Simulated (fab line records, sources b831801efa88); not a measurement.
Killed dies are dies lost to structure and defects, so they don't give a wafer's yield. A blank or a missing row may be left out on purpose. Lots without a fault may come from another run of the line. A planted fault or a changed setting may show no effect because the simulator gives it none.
Which tool did it? | flow sky130 | 6 lots, 18 wafers sampled, at 1 step of a route of 708

WHAT THE GAUGES READ, wafer by wafer
SKY_LI_CONTACT_BOW_MEAS_03.
lot  | measured     | on            | LI_CONTACT_BOW (um)
L823 | day 28 02:31 | film_metro-01 | 61 56 49
L826 | day 29 05:28 | film_metro-01 | 57 63 63
L830 | day 31 09:13 | film_metro-04 | 54 55 56
L840 | day 34 04:35 | film_metro-01 | 68 59 55
L843 | day 35 07:13 | film_metro-04 | 50 56 57
L844 | day 36 00:38 | film_metro-03 | 51 71 61

WHICH TOOL RAN EACH LOT (tool, then ch and the chambers of the sampled wafers, then the start)
The record holds no process step before these readings.

THE ANSWER, worked out from the rows above alone
Rule: what is usual is taken from the lots themselves. Put in order of their means at a reading, lots are off if they are a third of the lots or fewer, leave a main group of 4 or more, and stand apart from it by a gap of 3 or more times the standard deviation of the main group's means; of several such gaps the widest counts. A main group whose means are all the same, to the digits that the tables above print for the reading, isn't used. A lot without any number at a reading at which 4 lots or more have one is off too. The other lots that the step has rows for count as sound.
No lot is off at any reading shown: from this, nothing can be told.

WHAT THE SIMULATOR HAD PUT IN
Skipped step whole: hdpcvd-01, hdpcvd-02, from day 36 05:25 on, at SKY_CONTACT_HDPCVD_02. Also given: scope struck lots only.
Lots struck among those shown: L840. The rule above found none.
